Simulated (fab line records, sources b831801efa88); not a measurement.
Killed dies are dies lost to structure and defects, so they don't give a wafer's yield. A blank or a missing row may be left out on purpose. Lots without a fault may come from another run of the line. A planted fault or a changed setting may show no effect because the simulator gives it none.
fab line records | flow gf180mcu
record lots=5 wafers=15 last_day=33
route steps=602 shown V2@385 M3@409
lots that met no fault: from a run of the same line without faults
start_h: hours from the record's first day to the start of the lot's first wafer shown | wait_h: hours since the lot's step before | " the same as in the row above | L1.1+2: a row that stands for several wafers | - no value, or no start given | * or withheld: withheld | < > ~ a bound
route shown NAME@n: a module of which the file shows steps, and the number in the route of the first | usual: mean/standard deviation of fault-free wafers | same: alike in all rows | chamber/n: place in a boat | sites: the reading at each site | _std_site: their standard deviation | _edge_site: outer sites' mean less inner sites' | radius_mm: how far each site lies from the wafer's centre | mask NAME#n: copy n | behind: the tool/chamber that last shaped the wafer | hold: why the lot was held/for how many hours/how that ended | device: the transistor (n, p or np) that didn't switch | end of line: the same wafers' tests at the end of the route | a step without rows: its recipe alone | killed: dies lost to structure and defects at the first sort, not the wafer's yield | map: a wafer's dies, x killed, . not, _ none there
set.NAME: the setting as run; set.NAME@STEP: as run at that earlier step | model.NAME: the simulator's own value behind a step, which no gauge read
lots at some steps of the route; a table a step, a row a wafer
services: from which hour (start_h, from the record's first day; less than 0 if before it) a tool's chamber was out of use, for how many hours, and why
## steps
# step GF_V2_THK_MEAS_03
# recipe reads=SiO2_of_V2_CVD_02
# usual V2_CVD_02_THK=848/10
# columns lot.wafer tool chamber start_h wait_h V2_CVD_02_THK[nm]
L081.4 film_metro-02 - 504.11 0.0 866
L081.5 " - " " 860
L081.6 " - " " 858
L082.1 film_metro-02 - 515.12 0.0 839
L082.3 " - " " 848
L082.6 " - " " 852
L089.2 film_metro-04 - 569.56 0.0 840
L089.3 " - " " 842
L089.6 " - " " 850
L091.1 film_metro-04 - 582.64 0.0 827
L091.4 " - " " 841
L091.5 " - " " 847
L093.1 film_metro-02 - 595.65 0.0 840
L093.5 " - " " 844
L093.6 " - " " 841
# step GF_V2_CMP_04
# recipe material=SiO2 down_force_psi=4 platen_rpm=60 pad_velocity_m_s=0.94248
# usual motor_current_A=12.4/1.5 platen_rpm=60.00/0.039 time_to_endpoint_s=81/4.8
# columns lot.wafer tool chamber start_h wait_h motor_current_A platen_rpm time_to_endpoint_s
L081.4 cmp-01 0 504.24 0.1 10.9 60.03 90
L081.5 " 2 " " 12.7 59.96 84
L081.6 " 3 " " 11.7 60.03 86
L082.3 cmp-01 0 515.18 0.0 10.6 60.02 80
L082.1 " 3 " " 12.0 59.99 80
L082.6 " 0 " " 10.2 60.06 84
L089.2 cmp-02 3 569.61 0.0 12.0 60.05 75
L089.3 " 2 " " 14.6 59.99 79
L089.6 " 3 " " 12.0 59.99 83
L091.4 cmp-01 1 582.95 0.3 12.7 59.99 83
L091.1 " 2 " " 13.0 60.05 78
L091.5 " 3 " " 11.9 59.94 85
L093.1 cmp-02 2 595.81 0.1 14.8 60.05 76
L093.6 " 0 " " 14.4 60.06 74
L093.5 " 1 " " 10.3 60.03 80
# step GF_V2_BOW_MEAS_05
# recipe mode=bow
# usual V2_BOW=100/9
# columns lot.wafer tool chamber start_h wait_h V2_BOW[um]
L081.4 film_metro-04 - 504.50 0.2 104
L081.5 " - " " 90
L081.6 " - " " 97
L082.1 film_metro-04 - 515.48 0.1 92
L082.3 " - " " 100
L082.6 " - " " 98
L089.2 film_metro-02 - 569.93 0.3 105
L089.3 " - " " 110
L089.6 " - " " 105
L091.1 film_metro-02 - 583.15 0.1 96
L091.4 " - " " 107
L091.5 " - " " 111
L093.1 film_metro-02 - 596.01 0.1 94
L093.5 " - " " 84
L093.6 " - " " 98
# step GF_V2_DEHYDRATE_06
# recipe temp_c=200 time_s=60
# usual heater_power_total_W=160.36/0.12
# columns lot.wafer tool chamber start_h wait_h heater_power_total_W
L081.4 litho_track-03 0 515.08 10.6 160.32
L081.5 " 0 " " 160.22
L081.6 " 0 " " 160.39
L082.1 litho_track-02 0 526.74 11.2 160.27
L082.3 " 0 " " 160.38
L082.6 " 0 " " 160.29
L089.2 litho_track-03 0 580.22 10.3 160.14
L089.3 " 0 " " 160.45
L089.6 " 0 " " 160.39
L091.1 litho_track-02 0 592.68 9.5 160.57
L091.4 " 0 " " 160.33
L091.5 " 0 " " 160.43
L093.1 litho_track-02 0 605.63 9.6 160.48
L093.5 " 0 " " 160.50
L093.6 " 0 " " 160.56
# step GF_V2_HMDS_07
# recipe prime_time_s=60 prime_temp_c=120
# columns lot.wafer tool chamber start_h wait_h
L081.4+5+6 litho_track-03 0 515.23 0.1
L082.1+3+6 litho_track-02 0 526.89 0.1
L089.2+3+6 litho_track-03 0 580.37 0.1
L091.1+4+5 litho_track-02 0 592.83 0.1
L093.1+5+6 litho_track-02 0 605.78 0.1
# step GF_V2_COAT_08
# recipe resist=BARC temp_c=withheld time_s=withheld spin_rpm=withheld resist_thk_nm=withheld
# usual dispense_pressure_kPa=52.2/1.3
# columns lot.wafer tool chamber start_h wait_h dispense_pressure_kPa
L081.4 litho_track-03 0 515.38 0.1 50.4
L081.5 " 0 " " 50.4
L081.6 " 0 " " 50.3
L082.1 litho_track-02 0 527.04 0.1 53.1
L082.3 " 0 " " 53.1
L082.6 " 0 " " 53.1
L089.2 litho_track-03 0 580.52 0.1 50.4
L089.3 " 0 " " 50.4
L089.6 " 0 " " 50.4
L091.1 litho_track-02 0 592.98 0.1 53.2
L091.4 " 0 " " 53.2
L091.5 " 0 " " 53.1
L093.1 litho_track-02 0 605.93 0.1 53.2
L093.5 " 0 " " 53.2
L093.6 " 0 " " 53.2
# step GF_V2_COAT_09
# recipe resist=KrF spin_rpm=withheld resist_thk_nm=1000
# usual dispense_pressure_kPa=52.2/1.3
# columns lot.wafer tool chamber start_h wait_h dispense_pressure_kPa
L081.4 litho_track-03 0 - - 50.3
L081.5 " 0 " " 50.3
L081.6 " 0 " " 50.3
L082.1 litho_track-02 0 - - 53.1
L082.3 " 0 " " 53.1
L082.6 " 0 " " 53.1
L089.2 litho_track-03 0 - - 50.4
L089.3 " 0 " " 50.4
L089.6 " 0 " " 50.4
L091.1 litho_track-02 0 - - 53.1
L091.4 " 0 " " 53.1
L091.5 " 0 " " 53.1
L093.1 litho_track-02 0 - - 53.1
L093.5 " 0 " " 53.1
L093.6 " 0 " " 53.1
# step GF_V2_SOFTBAKE_10
# recipe temp_c=130 time_s=60 resist=KrF
# usual heater_power_total_W=93.05/0.063
# columns lot.wafer tool chamber start_h wait_h heater_power_total_W
L081.4 litho_track-03 0 - - 93.07
L081.5 " 0 " " 93.13
L081.6 " 0 " " 93.05
L082.1 litho_track-02 0 - - 93.18
L082.3 " 0 " " 93.11
L082.6 " 0 " " 93.02
L089.2 litho_track-03 0 - - 92.94
L089.3 " 0 " " 93.14
L089.6 " 0 " " 93.14
L091.1 litho_track-02 0 - - 93.11
L091.4 " 0 " " 92.98
L091.5 " 0 " " 93.06
L093.1 litho_track-02 0 - - 92.98
L093.5 " 0 " " 93.12
L093.6 " 0 " " 93.05
# step GF_V2_EXPOSE_11
# recipe mask_id=Via2 target_cd_nm=260 na=0.68 source_shape=conventional sigma_outer=0.6 dose_mj=38
# usual stage_vel_mm_s=499.94/0.27
# columns lot.wafer tool chamber start_h wait_h mask stage_vel_mm_s
L081.4 krf_scanner-01 0 - - Via2#0 499.51
L081.5 " 0 " " Via2#0 500.00
L081.6 " 0 " " Via2#0 499.87
L082.1 krf_scanner-01 0 - - Via2#0 500.06
L082.3 " 0 " " Via2#0 499.90
L082.6 " 0 " " Via2#0 500.04
L089.2 krf_scanner-02 0 - - Via2#0 499.97
L089.3 " 0 " " Via2#0 499.60
L089.6 " 0 " " Via2#0 500.08
L091.1 krf_scanner-02 0 - - Via2#0 499.63
L091.4 " 0 " " Via2#0 499.48
L091.5 " 0 " " Via2#0 499.56
L093.1 krf_scanner-01 0 - - Via2#0 500.30
L093.5 " 0 " " Via2#0 499.83
L093.6 " 0 " " Via2#0 500.02
# step GF_V2_PEB_12
# recipe peb_temp_c=135 peb_time_s=90 resist=KrF
# usual heater_power_total_W=85.69/0.082
# columns lot.wafer tool chamber start_h wait_h heater_power_total_W
L081.4 litho_track-01 0 - - 85.66
L081.5 " 0 " " 85.61
L081.6 " 0 " " 85.82
L082.1 litho_track-01 0 - - 85.63
L082.3 " 0 " " 85.64
L082.6 " 0 " " 85.68
L089.2 litho_track-02 0 - - 85.68
L089.3 " 0 " " 85.54
L089.6 " 0 " " 85.66
L091.1 litho_track-01 0 - - 85.67
L091.4 " 0 " " 85.62
L091.5 " 0 " " 85.78
L093.1 litho_track-01 0 - - 85.64
L093.5 " 0 " " 85.71
L093.6 " 0 " " 85.68
# step GF_V2_DEVELOP_13
# recipe develop_time_s=60 resist=KrF dev_temp_c=21
# columns lot.wafer tool chamber start_h wait_h
L081.4+5+6 litho_track-01 0 527.31 0.1
L082.1+3+6 litho_track-01 0 538.49 0.2
L089.2+3+6 litho_track-02 0 590.86 0.2
L091.1+4+5 litho_track-01 0 604.04 0.2
L093.1+5+6 litho_track-01 0 616.04 0.2
# step GF_V2_CD_MEAS_14
# recipe target_cd_nm=260
# usual cd_nm=260.2/1.1
# columns lot.wafer tool chamber start_h wait_h cd_nm
L081.4 cd_sem-02 - 527.45 0.1 261.6
L081.5 " - " " 259.2
L081.6 " - " " 259.4
L082.1 cd_sem-01 - 538.64 0.1 262.0
L082.3 " - " " 261.9
L082.6 " - " " 261.4
L089.2 cd_sem-01 - 591.00 0.1 261.0
L089.3 " - " " 261.6
L089.6 " - " " 261.0
L091.1 cd_sem-01 - 604.19 0.1 260.1
L091.4 " - " " 259.9
L091.5 " - " " 259.6
L093.1 cd_sem-02 - 616.19 0.1 260.0
L093.5 " - " " 261.1
L093.6 " - " " 260.6
# step GF_V2_OVL_MEAS_15
# usual V2_OVL=3/5.7
# columns lot.wafer tool chamber start_h wait_h V2_OVL[nm]
L081.4 overlay-01 - 527.52 0.1 8
L081.5 " - " " 4
L081.6 " - " " 14
L082.1 overlay-01 - 538.76 0.1 6
L082.3 " - " " 0
L082.6 " - " " -4
L089.2 overlay-02 - 591.11 0.1 6
L089.3 " - " " 0
L089.6 " - " " 6
L091.1 overlay-02 - 604.31 0.1 -2
L091.4 " - " " 2
L091.5 " - " " -6
L093.1 overlay-02 - 616.31 0.1 -2
L093.5 " - " " 8
L093.6 " - " " 0
# step GF_V2_ETCH_16
# recipe chemistry=N2/H2 target_depth_a=withheld overetch_a=withheld time_s=withheld target=BARC ion_energy_ev=200 source_w=500 bias_w=100 pressure_mtorr=30 n2_flow_sccm=100 h2_flow_sccm=200
# usual chamber_pressure_mTorr=30.001/0.027 drypump_motor_current_A=5.8/0.49 oes_product_au=0.855/0.0046 rf_fwd_power_W=495.3/1.8 throttle_valve_pct=13.225/0.0089
# columns lot.wafer tool chamber start_h wait_h chamber_pressure_mTorr drypump_motor_current_A oes_product_au rf_fwd_power_W throttle_valve_pct
L081.4 rie_diel-01 0 527.56 0.0 29.986 6.1 0.853 493.8 13.240
L081.5 " 2 " " 30.107 5.6 0.854 497.0 13.226
L081.6 " 1 " " 30.038 5.9 0.856 492.5 13.231
L082.1 rie_diel-01 0 538.79 0.0 30.002 6.1 0.850 495.1 13.228
L082.3 " 2 " " 29.990 5.6 0.851 495.1 13.227
L082.6 " 0 " " 29.999 6.1 0.855 495.3 13.228
L089.2 rie_diel-01 2 591.14 0.0 30.031 5.6 0.850 495.0 13.215
L089.3 " 0 " " 29.958 6.1 0.855 495.8 13.233
L089.6 " 1 " " 29.973 5.9 0.860 493.0 13.220
L091.1 rie_diel-02 1 604.34 0.0 30.022 6.3 0.853 496.7 13.215
L091.4 " 2 " " 30.028 6.7 0.854 495.4 13.211
L091.5 " 1 " " 30.008 6.4 0.854 498.5 13.234
L093.1 rie_diel-02 2 616.34 0.0 29.964 6.7 0.849 496.2 13.222
L093.5 " 3 " " 30.013 4.9 0.849 494.1 13.224
L093.6 " 2 " " 30.001 6.8 0.858 496.0 13.222
# step GF_V2_ETCH_17
# recipe chemistry=C4F8/O2/Ar mask_material=KrF target=SiO2 stop_on=TiN source_w=1500 bias_w=1200 pressure_mtorr=40 c4f8_flow_sccm=withheld O2_flow_sccm=6 Ar_flow_sccm=300 time_s=withheld target_depth_a=6300
# usual chamber_pressure_mTorr=40.01/0.042 oes_product_au=0.856/0.0048 rf_fwd_power_W=1493/4.5
# columns lot.wafer tool chamber start_h wait_h chamber_pressure_mTorr oes_product_au rf_fwd_power_W
L081.4 rie_diel-01 0 - - 39.97 0.858 1492
L081.5 " 2 " " 40.00 0.855 1496
L081.6 " 1 " " 40.05 0.857 1487
L082.1 rie_diel-01 0 - - 40.08 0.850 1490
L082.3 " 2 " " 40.01 0.855 1496
L082.6 " 0 " " 40.00 0.854 1490
L089.2 rie_diel-01 2 - - 40.04 0.861 1494
L089.3 " 0 " " 39.94 0.859 1485
L089.6 " 1 " " 40.06 0.870 1490
L091.1 rie_diel-02 1 - - 40.02 0.857 1501
L091.4 " 2 " " 39.99 0.852 1491
L091.5 " 1 " " 39.99 0.857 1495
L093.1 rie_diel-02 2 - - 39.98 0.859 1501
L093.5 " 3 " " 39.96 0.858 1486
L093.6 " 2 " " 40.05 0.852 1502
# step GF_V2_STRIP_18
# recipe chemistry=O2/N2 power_w=1400 pressure_mtorr=1500 platen_temp_c=250 o2_flow_sccm=3000 n2_flow_sccm=300 overash_fraction=0.5
# usual chamber_pressure_mTorr=1500.0/1.3 drypump_motor_current_A=6.34/0.2 heater_power_w=358/25 o2_flow_sccm=3001/9.2 oes_product_au=0.593/0.0048
# columns lot.wafer tool chamber start_h wait_h chamber_pressure_mTorr drypump_motor_current_A heater_power_w o2_flow_sccm oes_product_au rf_hours_counter_h
L081.4 plasma_asher-04 0 527.70 - 1500.6 6.27 358 3017 0.594 -
L081.5 " 1 " " 1500.4 6.30 382 2995 0.589 -
L081.6 " 0 " " 1502.8 6.29 365 3007 0.590 -
L082.1 plasma_asher-04 1 538.92 - 1500.2 6.32 374 3010 0.595 77
L082.3 " 1 " " 1499.6 6.35 386 3015 0.590 -
L082.6 " 0 " " 1496.1 6.28 357 3013 0.597 -
L089.2 plasma_asher-04 1 591.27 - 1500.2 6.33 393 3004 0.590 83
L089.3 " 0 " " 1501.7 6.29 357 3008 0.592 -
L089.6 " 1 " " 1500.4 6.34 385 3003 0.597 -
L091.1 plasma_asher-01 1 604.47 - 1499.3 6.54 377 3019 0.588 100
L091.4 " 1 " " 1498.1 6.57 365 3001 0.599 -
L091.5 " 1 " " 1499.1 6.54 377 3002 0.586 -
L093.1 plasma_asher-01 1 616.47 - 1501.1 6.57 380 2993 0.590 101
L093.5 " 0 " " 1500.7 6.54 345 3007 0.588 -
L093.6 " 1 " " 1501.1 6.53 368 2996 0.589 -
# step GF_V2_STRIP_19
# recipe chemistry=post_etch_residue_remover time_s=1200 temp_c=72.5
# columns lot.wafer tool chamber start_h wait_h
L081.4+5+6 wet_bench-04 2 527.77 0.0
L082.1+3+6 wet_bench-03 0 539.02 0.1
L089.2+3+6 wet_bench-04 1 591.37 0.1
L091.1+4+5 wet_bench-01 1 604.57 0.1
L093.1+5+6 wet_bench-01 0 616.57 0.1
# step GF_V2_CLEAN_20
# recipe chemistry=DIW dry=n2_spin
# columns lot.wafer tool chamber start_h wait_h
L081.4+5+6 wet_bench-01 3 528.11 0.0
L082.1+3+6 wet_bench-04 3 539.36 0.0
L089.2+3+6 wet_bench-03 2 591.71 0.0
L091.1+4+5 wet_bench-04 0 604.91 0.0
L093.1+5+6 wet_bench-03 2 616.94 0.0
# step GF_V2_SPUTTER_21
# recipe material=Ti target_thk_nm=15 chamber_pressure_pa=5 power_w=2500 substrate_temp_c=200 time_s=80.02
# usual chamber_pressure_pa=5.001/0.011 throttle_valve_pct=30.4/0.99
# columns lot.wafer tool chamber start_h wait_h chamber_pressure_pa throttle_valve_pct
L081.4 pvd_sputter-04 - 528.20 0.0 4.993 29.5
L081.5 " - " " 4.993 29.2
L081.6 " - " " 5.000 29.4
L082.1 pvd_sputter-03 - 539.45 0.0 5.000 30.0
L082.3 " - " " 4.998 31.6
L082.6 " - " " 5.022 30.1
L089.2 pvd_sputter-04 - 591.80 0.0 5.013 29.1
L089.3 " - " " 4.992 29.5
L089.6 " - " " 5.004 31.3
L091.1 pvd_sputter-03 - 605.00 0.0 5.008 30.3
L091.4 " - " " 5.005 31.8
L091.5 " - " " 5.007 30.2
L093.1 pvd_sputter-03 - 617.03 0.0 5.010 31.6
L093.5 " - " " 4.980 31.2
L093.6 " - " " 5.011 30.0
# step GF_V2_SPUTTER_22
# recipe material=TiN target_thk_nm=10 chamber_pressure_pa=5 power_w=4000 time_s=40
# usual chamber_pressure_pa=5.000/0.011 throttle_valve_pct=30.4/1
# columns lot.wafer tool chamber start_h wait_h chamber_pressure_pa throttle_valve_pct
L081.4 pvd_sputter-04 - 528.27 0.0 5.012 29.3
L081.5 " - " " 5.021 29.2
L081.6 " - " " 4.986 29.3
L082.1 pvd_sputter-03 - 539.52 0.0 5.011 29.9
L082.3 " - " " 5.012 31.3
L082.6 " - " " 4.998 30.1
L089.2 pvd_sputter-04 - 591.86 0.0 4.994 29.1
L089.3 " - " " 4.990 29.5
L089.6 " - " " 5.009 31.3
L091.1 pvd_sputter-03 - 605.06 0.0 4.999 30.2
L091.4 " - " " 5.021 32.0
L091.5 " - " " 4.990 30.2
L093.1 pvd_sputter-03 - 617.10 0.0 4.992 31.6
L093.5 " - " " 4.995 31.5
L093.6 " - " " 4.997 29.9
# step GF_V2_CVD_23
# recipe material=W target_thk_nm=350 time_s=104.94 temp_c=400 pressure_torr=40
# usual heater_power_w=892/27
# columns lot.wafer tool chamber start_h wait_h heater_power_w
L081.4 cvd_w-01 1 528.34 0.1 884
L081.5 " 0 " " 888
L081.6 " 1 " " 908
L082.1 cvd_w-01 0 539.55 0.0 865
L082.3 " 0 " " 864
L082.6 " 1 " " 912
L089.2 cvd_w-01 0 591.90 0.0 872
L089.3 " 0 " " 879
L089.6 " 0 " " 896
L091.1 cvd_w-02 0 605.10 0.0 870
L091.4 " 1 " " 904
L091.5 " 0 " " 895
L093.1 cvd_w-01 1 617.13 0.0 938
L093.5 " 0 " " 879
L093.6 " 1 " " 904
# step GF_V2_RS_MEAS_24
# recipe thk_meas_gauge=four-point-probe reads=W_of_V2_CVD_23+TiN_of_V2_SPUTTER_22+Ti_of_V2_SPUTTER_21
# usual V2_W_RS=0.327/0.0044
# columns lot.wafer tool chamber start_h wait_h V2_W_RS[ohm/sq]
L081.4 film_metro-02 - 528.48 0.1 0.326
L081.5 " - " " 0.319
L081.6 " - " " 0.325
L082.1 film_metro-04 - 539.67 0.1 0.326
L082.3 " - " " 0.326
L082.6 " - " " 0.333
L089.2 film_metro-02 - 592.04 0.1 0.321
L089.3 " - " " 0.319
L089.6 " - " " 0.322
L091.1 film_metro-04 - 605.22 0.1 0.331
L091.4 " - " " 0.330
L091.5 " - " " 0.331
L093.1 film_metro-03 - 617.25 0.1 0.329
L093.5 " - " " 0.320
L093.6 " - " " 0.325
# step GF_V2_THK_MEAS_25
# recipe thk_meas_gauge=xrf reads=W_of_V2_CVD_23
# usual V2_W_THK=356/6
# columns lot.wafer tool chamber start_h wait_h V2_W_THK[nm]
L081.4 film_metro-02 - 528.57 0.1 357
L081.5 " - " " 361
L081.6 " - " " 354
L082.1 film_metro-04 - 539.79 0.1 357
L082.3 " - " " 359
L082.6 " - " " 351
L089.2 film_metro-02 - 592.15 0.1 360
L089.3 " - " " 362
L089.6 " - " " 360
L091.1 film_metro-04 - 605.34 0.1 351
L091.4 " - " " 355
L091.5 " - " " 353
L093.1 film_metro-03 - 617.37 0.1 359
L093.5 " - " " 372
L093.6 " - " " 365
# step GF_V2_CMP_26
# recipe stop_on=SiO2 down_force_psi=3.5 platen_rpm=60 t_overpolish_s=15 target_thk_nm=0 pad_velocity_m_s=0.94248
# usual motor_current_A=11.2/1.4 overpolish_run_s=15.002/0.009 platen_rpm=59.99/0.037 time_to_endpoint_s=86/3.1
# columns lot.wafer tool chamber start_h wait_h motor_current_A overpolish_run_s platen_rpm time_to_endpoint_s
L081.4 cmp-02 0 528.75 0.2 11.7 15.006 60.03 86
L081.5 " 1 " " 9.3 15.016 59.98 89
L081.6 " 2 " " 13.1 15.013 60.02 87
L082.3 cmp-02 0 539.85 0.0 12.9 15.011 59.99 84
L082.1 " 3 " " 11.8 15.003 60.00 86
L082.6 " 0 " " 12.2 15.016 60.01 82
L089.3 cmp-01 0 592.30 0.1 9.5 14.996 60.05 92
L089.2 " 1 " " 11.8 14.992 59.99 92
L089.6 " 3 " " 11.5 14.997 59.92 93
L091.4 cmp-02 0 605.65 0.3 12.9 15.008 59.96 80
L091.1 " 2 " " 13.3 15.000 59.99 83
L091.5 " 0 " " 13.0 15.005 59.90 80
L093.1 cmp-01 0 617.48 0.1 9.6 14.994 60.00 85
L093.6 " 3 " " 10.4 14.991 59.91 90
L093.5 " 0 " " 10.0 15.001 60.06 89
# step GF_M3_SPUTTER_00
# recipe material=Ti target_thk_nm=37.5 arriving_ion_energy_ev=80 substrate_temp_c=200 chamber_pressure_pa=2 power_w=4000 time_s=150
# usual chamber_pressure_pa=1.999/0.0035 throttle_valve_pct=29.5/0.78
# columns lot.wafer tool chamber start_h wait_h chamber_pressure_pa throttle_valve_pct
L081.4 pvd_sputter-01 - 528.90 0.1 2.003 30.5
L081.5 " - " " 1.998 30.6
L081.6 " - " " 2.000 29.4
L082.1 pvd_sputter-01 - 540.15 0.1 1.998 30.0
L082.3 " - " " 2.000 29.3
L082.6 " - " " 1.993 29.9
L089.2 pvd_sputter-02 - 592.50 0.1 2.002 28.8
L089.3 " - " " 1.997 29.1
L089.6 " - " " 1.999 28.8
L091.1 pvd_sputter-03 - 605.95 0.1 1.995 29.7
L091.4 " - " " 1.998 31.8
L091.5 " - " " 2.008 29.8
L093.1 pvd_sputter-02 - 617.73 0.2 2.004 28.8
L093.5 " - " " 1.995 29.0
L093.6 " - " " 1.994 29.3
# step GF_M3_SPUTTER_01
# recipe material=TiN target_thk_nm=30 power_w=6500 time_s=25 chamber_pressure_pa=0.4
# usual chamber_pressure_pa=0.3999/0.00071 throttle_valve_pct=29.5/0.79
# columns lot.wafer tool chamber start_h wait_h chamber_pressure_pa throttle_valve_pct
L081.4 pvd_sputter-01 - 529.00 0.1 0.3996 30.5
L081.5 " - " " 0.4005 30.4
L081.6 " - " " 0.4005 29.5
L082.1 pvd_sputter-01 - 540.25 0.1 0.3991 29.7
L082.3 " - " " 0.4003 29.5
L082.6 " - " " 0.4001 29.6
L089.2 pvd_sputter-02 - 592.60 0.1 0.4008 28.7
L089.3 " - " " 0.3999 29.3
L089.6 " - " " 0.3995 29.1
L091.1 pvd_sputter-03 - 606.05 0.1 0.3997 29.8
L091.4 " - " " 0.3995 31.6
L091.5 " - " " 0.4011 29.7
L093.1 pvd_sputter-02 - 617.83 0.1 0.3999 28.9
L093.5 " - " " 0.3993 28.5
L093.6 " - " " 0.3996 29.6
# step GF_M3_SPUTTER_02
# recipe material=AlCu target_thk_nm=450 power_w=10600 time_s=23.9 chamber_pressure_pa=0.4
# usual chamber_pressure_pa=0.4000/0.00077 throttle_valve_pct=29.5/0.79
# columns lot.wafer tool chamber start_h wait_h chamber_pressure_pa throttle_valve_pct
L081.4 pvd_sputter-01 - 529.03 0.0 0.4020 30.4
L081.5 " - " " 0.4005 30.5
L081.6 " - " " 0.3999 29.3
L082.1 pvd_sputter-01 - 540.28 0.0 0.4011 29.8
L082.3 " - " " 0.4003 29.4
L082.6 " - " " 0.4002 29.8
L089.2 pvd_sputter-02 - 592.63 0.0 0.3993 28.7
L089.3 " - " " 0.4003 29.4
L089.6 " - " " 0.3998 28.8
L091.1 pvd_sputter-03 - 606.08 0.0 0.4021 30.0
L091.4 " - " " 0.3989 31.8
L091.5 " - " " 0.4005 29.9
L093.1 pvd_sputter-02 - 617.86 0.0 0.4005 28.9
L093.5 " - " " 0.3996 28.8
L093.6 " - " " 0.3995 29.7
# step GF_M3_SPUTTER_03
# recipe material=Ti target_thk_nm=10 substrate_temp_c=300 chamber_pressure_pa=0.3 power_w=3000 time_s=6.7
# usual chamber_pressure_pa=0.3000/0.00062 throttle_valve_pct=29.5/0.79
# columns lot.wafer tool chamber start_h wait_h chamber_pressure_pa throttle_valve_pct
L081.4 pvd_sputter-01 - 529.06 0.0 0.2999 30.2
L081.5 " - " " 0.2999 30.7
L081.6 " - " " 0.3003 29.5
L082.1 pvd_sputter-01 - 540.31 0.0 0.3003 29.7
L082.3 " - " " 0.3003 29.4
L082.6 " - " " 0.3005 29.6
L089.2 pvd_sputter-02 - 592.66 0.0 0.2997 28.7
L089.3 " - " " 0.2988 29.5
L089.6 " - " " 0.2998 29.0
L091.1 pvd_sputter-03 - 606.11 0.0 0.3003 29.9
L091.4 " - " " 0.3002 31.4
L091.5 " - " " 0.2991 29.8
L093.1 pvd_sputter-02 - 617.89 0.0 0.2995 28.8
L093.5 " - " " 0.2996 28.9
L093.6 " - " " 0.3004 29.3
# step GF_M3_SPUTTER_04
# recipe material=TiN target_thk_nm=50 power_w=6500 time_s=41.7 chamber_pressure_pa=0.4
# usual chamber_pressure_pa=0.4001/0.00087 throttle_valve_pct=29.5/0.8
# columns lot.wafer tool chamber start_h wait_h chamber_pressure_pa throttle_valve_pct
L081.4 pvd_sputter-01 - 529.08 0.0 0.3992 30.3
L081.5 " - " " 0.3995 30.5
L081.6 " - " " 0.4014 29.4
L082.1 pvd_sputter-01 - 540.33 0.0 0.4005 29.7
L082.3 " - " " 0.3999 29.4
L082.6 " - " " 0.3994 29.4
L089.2 pvd_sputter-02 - 592.68 0.0 0.3984 29.0
L089.3 " - " " 0.4010 29.4
L089.6 " - " " 0.3972 28.9
L091.1 pvd_sputter-03 - 606.13 0.0 0.4007 29.8
L091.4 " - " " 0.4005 31.5
L091.5 " - " " 0.4000 29.9
L093.1 pvd_sputter-02 - 617.91 0.0 0.3996 29.1
L093.5 " - " " 0.3984 28.8
L093.6 " - " " 0.4001 29.5
# step GF_M3_RS_MEAS_05
# recipe thk_meas_gauge=four-point-probe reads=TiN_of_M3_SPUTTER_04+Ti_of_M3_SPUTTER_03+AlCu_of_M3_SPUTTER_02+TiN_of_M3_SPUTTER_01+Ti_of_M3_SPUTTER_00
# usual M3_ALCU_RS=0.0692/0.00068
# columns lot.wafer tool chamber start_h wait_h M3_ALCU_RS[ohm/sq]
L081.4 film_metro-01 - 529.18 0.1 0.0700
L081.5 " - " " 0.0701
L081.6 " - " " 0.0694
L082.1 film_metro-04 - 540.37 0.0 0.0702
L082.3 " - " " 0.0702
L082.6 " - " " 0.0706
L089.2 film_metro-04 - 592.74 0.0 0.0687
L089.3 " - " " 0.0690
L089.6 " - " " 0.0690
L091.1 film_metro-01 - 606.17 0.0 0.0688
L091.4 " - " " 0.0686
L091.5 " - " " 0.0693
L093.1 film_metro-03 - 617.95 0.0 0.0691
L093.5 " - " " 0.0686
L093.6 " - " " 0.0687
# step GF_M3_THK_MEAS_06
# recipe thk_meas_gauge=xrf reads=AlCu_of_M3_SPUTTER_02
# usual M3_ALCU_THK=452/4.5
# columns lot.wafer tool chamber start_h wait_h M3_ALCU_THK[nm]
L081.4 film_metro-01 - 529.27 0.1 451
L081.5 " - " " 449
L081.6 " - " " 453
L082.1 film_metro-04 - 540.49 0.1 446
L082.3 " - " " 448
L082.6 " - " " 447
L089.2 film_metro-04 - 592.85 0.1 458
L089.3 " - " " 453
L089.6 " - " " 453
L091.1 film_metro-01 - 606.29 0.1 453
L091.4 " - " " 455
L091.5 " - " " 451
L093.1 film_metro-03 - 618.07 0.1 453
L093.5 " - " " 456
L093.6 " - " " 456
# step GF_M3_DEHYDRATE_07
# recipe temp_c=200 time_s=60
# usual heater_power_total_W=160.36/0.12
# columns lot.wafer tool chamber start_h wait_h heater_power_total_W
L081.4 litho_track-02 0 539.81 10.5 160.35
L081.5 " 0 " " 160.51
L081.6 " 0 " " 160.15
L082.1 litho_track-04 0 551.24 10.7 160.38
L082.3 " 0 " " 160.31
L082.6 " 0 " " 160.55
L089.2 litho_track-01 0 602.91 10.1 160.36
L089.3 " 0 " " 160.31
L089.6 " 0 " " 160.19
L091.1 litho_track-02 0 615.73 9.4 160.25
L091.4 " 0 " " 160.32
L091.5 " 0 " " 160.37
L093.1 litho_track-02 0 628.03 10.0 160.41
L093.5 " 0 " " 160.47
L093.6 " 0 " " 160.48
# step GF_M3_HMDS_08
# recipe prime_time_s=60 prime_temp_c=120
# columns lot.wafer tool chamber start_h wait_h
L081.4+5+6 litho_track-02 0 539.96 0.1
L082.1+3+6 litho_track-04 0 551.39 0.1
L089.2+3+6 litho_track-01 0 603.06 0.1
L091.1+4+5 litho_track-02 0 615.88 0.1
L093.1+5+6 litho_track-02 0 628.18 0.1
## services
# columns tool chamber start_h hours kind
cmp-02 - 483.38 0.8 repair
pvd_sputter-04 - 485.20 1.0 repair
krf_scanner-01 - 485.25 0.8 pm
rie_diel-02 2 488.14 8.9 repair
pvd_sputter-03 - 489.49 5.9 repair
rie_diel-02 3 495.74 12.8 repair
pvd_sputter-01 - 496.08 0.5 repair
cmp-01 - 519.85 3.6 repair
rie_diel-01 3 526.99 4.4 repair
rie_diel-02 3 530.97 7.8 repair
cvd_w-01 - 535.96 2.8 pm
pvd_sputter-04 - 546.24 2.9 repair
cmp-01 - 547.77 2.0 repair
cvd_w-01 - 552.19 6.9 pm
cmp-02 - 558.68 3.9 repair
cmp-01 - 562.79 9.6 pm
cvd_w-01 0 568.65 3.4 repair
cmp-02 - 579.53 5.9 repair
cmp-01 - 594.33 4.0 pm
cmp-01 - 598.33 15.3 pm
pvd_sputter-02 - 599.30 5.0 repair
rie_diel-01 - 604.81 0.7 repair
cvd_w-01 - 613.33 1.2 repair
cmp-01 - 628.21 0.9 repair
## key
fault none
